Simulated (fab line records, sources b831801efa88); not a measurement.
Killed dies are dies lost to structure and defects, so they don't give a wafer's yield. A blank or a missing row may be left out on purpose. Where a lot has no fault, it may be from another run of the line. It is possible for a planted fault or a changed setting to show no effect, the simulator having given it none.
Which tool did it? + flow gf180mcu + 14 lots, 42 wafers sampled, at 4 steps of a route of 602

## WHAT EACH GAUGE READ, for each wafer
GF_V5_THK_MEAS_03.
| lot  | measured     | on            | V5_CVD_02_THK (nm) |
|------|--------------|---------------|--------------------|
| L238 | day 26 06:19 | film_metro-02 | 1427 1445 1446     |
| L239 | day 26 17:19 | film_metro-02 | 1431 1451 1450     |
| L241 | day 27 09:04 | film_metro-01 | 1423 1439 1430     |
| L242 | day 27 19:14 | film_metro-01 | 1432 1461 1455     |
| L244 | day 28 05:23 | film_metro-02 | 1408 1464 1449     |
| L245 | day 28 11:11 | film_metro-01 | 1414 1447 1469     |
| L246 | day 29 04:19 | film_metro-03 | 1439 1436 1457     |
| L247 | day 29 06:41 | film_metro-01 | 1435 1469 1470     |
| L251 | day 30 11:11 | film_metro-02 | 1458 1436 1459     |
| L252 | day 30 16:19 | film_metro-02 | 1439 1452 1466     |
| L256 | day 31 15:11 | film_metro-02 | 1416 1448 1422     |
| L257 | day 32 01:39 | film_metro-03 | 1456 1455 1481     |
| L258 | day 32 05:26 | film_metro-01 | 1429 1428 1426     |
| L259 | day 32 10:44 | film_metro-02 | 1461 1479 1459     |

GF_V5_RS_MEAS_24: measures by four-point-probe.
| lot  | measured     | on            | V5_W_RS (ohm/sq)  |
|------|--------------|---------------|-------------------|
| L238 | day 27 03:58 | film_metro-03 | 0.313 0.324 0.312 |
| L239 | day 27 14:41 | film_metro-01 | 0.316 0.313 0.330 |
| L241 | day 28 06:16 | film_metro-03 | 0.332 0.320 0.336 |
| L242 | day 28 16:17 | film_metro-03 | 0.324 0.329 0.330 |
| L244 | day 29 02:00 | film_metro-03 | 0.332 0.319 0.330 |
| L245 | day 29 08:08 | film_metro-02 | 0.312 0.330 0.314 |
| L246 | day 30 00:29 | film_metro-02 | 0.328 0.312 0.315 |
| L247 | day 30 02:59 | film_metro-03 | 0.328 0.312 0.327 |
| L251 | day 31 06:23 | film_metro-03 | 0.321 0.337 0.321 |
| L252 | day 31 11:34 | film_metro-02 | 0.324 0.337 0.338 |
| L256 | day 32 09:28 | film_metro-03 | 0.323 0.318 0.335 |
| L257 | day 32 20:13 | film_metro-03 | 0.313 0.311 0.313 |
| L258 | day 32 23:49 | film_metro-03 | 0.318 0.329 0.317 |
| L259 | day 33 04:22 | film_metro-03 | 0.335 0.325 0.322 |

GF_PASSIVATION_THK_MEAS_03.
| lot  | measured     | on            | PASSIVATION_CVD_02_THK (nm) |
|------|--------------|---------------|-----------------------------|
| L238 | day 28 01:48 | film_metro-04 | 696 699 706                 |
| L239 | day 28 13:02 | film_metro-02 | 698 703 693                 |
| L241 | day 29 02:52 | film_metro-01 | 693 693 694                 |
| L242 | day 29 13:16 | film_metro-02 | 702 688 707                 |
| L244 | day 29 22:20 | film_metro-01 | 706 707 710                 |
| L245 | day 30 04:26 | film_metro-04 | 702 709 704                 |
| L246 | day 30 20:31 | film_metro-04 | 698 701 715                 |
| L247 | day 30 23:05 | film_metro-01 | 704 705 703                 |
| L251 | day 32 01:55 | film_metro-01 | 702 706 707                 |
| L252 | day 32 07:24 | film_metro-02 | 688 695 708                 |
| L256 | day 33 03:44 | film_metro-02 | 698 706 710                 |
| L257 | day 33 13:23 | film_metro-04 | 694 698 709                 |
| L258 | day 33 17:07 | film_metro-01 | 695 696 700                 |
| L259 | day 33 21:30 | film_metro-04 | 699 717 704                 |

## WHICH TOOL RAN EACH LOT (tool, then ch and the chambers of the sampled wafers, then the start)
| lot  | GF_V4_CVD_23                  |
|------|-------------------------------|
| L238 | cvd_w-01 ch 0,1, day 24 09:32 |
| L239 | cvd_w-01 ch 0,1, day 24 21:09 |
| L241 | cvd_w-01 ch 0,1, day 25 13:17 |
| L242 | cvd_w-02 ch 0,1, day 25 23:14 |
| L244 | cvd_w-01 ch 0,1, day 26 10:07 |
| L245 | cvd_w-01 ch 0,1, day 26 17:20 |
| L246 | cvd_w-02 ch 0,1, day 27 11:04 |
| L247 | cvd_w-01 ch 0,1, day 27 13:35 |
| L251 | cvd_w-01 ch 0,1, day 28 18:10 |
| L252 | cvd_w-02 ch 0,1, day 29 00:35 |
| L256 | cvd_w-01 ch 0,1, day 30 01:58 |
| L257 | cvd_w-01 ch 0,1, day 30 11:27 |
| L258 | cvd_w-02 ch 0,1, day 30 17:01 |
| L259 | cvd_w-02 ch 0,1, day 30 21:50 |
- GF_V4_CVD_23: deposits W, target thk 350 nm, time 104.9 s.

## AS READ BY THE TOOLS THEMSELVES (means over the sampled wafers that have a number; for cases with no such wafer, the mark the record gives instead)
GF_V4_CVD_23.
| lot  | tool     | heater_power_w (W) | susceptor_temp_C (C) |
|------|----------|--------------------|----------------------|
| L238 | cvd_w-01 | 723                | 399.89               |
| L239 | cvd_w-01 | 714                | 399.93               |
| L241 | cvd_w-01 | 746                | 400.02               |
| L242 | cvd_w-02 | 880                | 399.88               |
| L244 | cvd_w-01 | 756                | 400.10               |
| L245 | cvd_w-01 | 714                | 400.04               |
| L246 | cvd_w-02 | 989                | 400.17               |
| L247 | cvd_w-01 | 765                | 400.04               |
| L251 | cvd_w-01 | 769                | 399.84               |
| L252 | cvd_w-02 | 870                | 399.96               |
| L256 | cvd_w-01 | 726                | 399.92               |
| L257 | cvd_w-01 | 719                | 399.86               |
| L258 | cvd_w-02 | 1001               | 400.14               |
| L259 | cvd_w-02 | 892                | 399.88               |

## THE ANSWER, worked out from the rows above alone
Rule: what is usual is taken from the lots themselves. The widest of any qualifying gaps counts: lots, ordered by their means at a reading, are off when they make up no more than a third of the lots, leave a main group of 4 or more, and stand apart from it by 3 or more times the standard deviation of that group's means. If all means in a main group match to the digits the tables above print for the reading, that group is not used. Also off: a lot with no number at a reading for which 4 or more lots have one. The other lots that the step has rows for count as sound. The gauges are gone through in route order, then the tools' own readings, and for those a lot's mean is taken as printed above. At the first step where some lot is off, the reading lying furthest off is the one used; lots without a number count as furthest.
Nothing can be told from this: no lot is off at any reading shown.

## WHAT THE SIMULATOR HAD PUT IN
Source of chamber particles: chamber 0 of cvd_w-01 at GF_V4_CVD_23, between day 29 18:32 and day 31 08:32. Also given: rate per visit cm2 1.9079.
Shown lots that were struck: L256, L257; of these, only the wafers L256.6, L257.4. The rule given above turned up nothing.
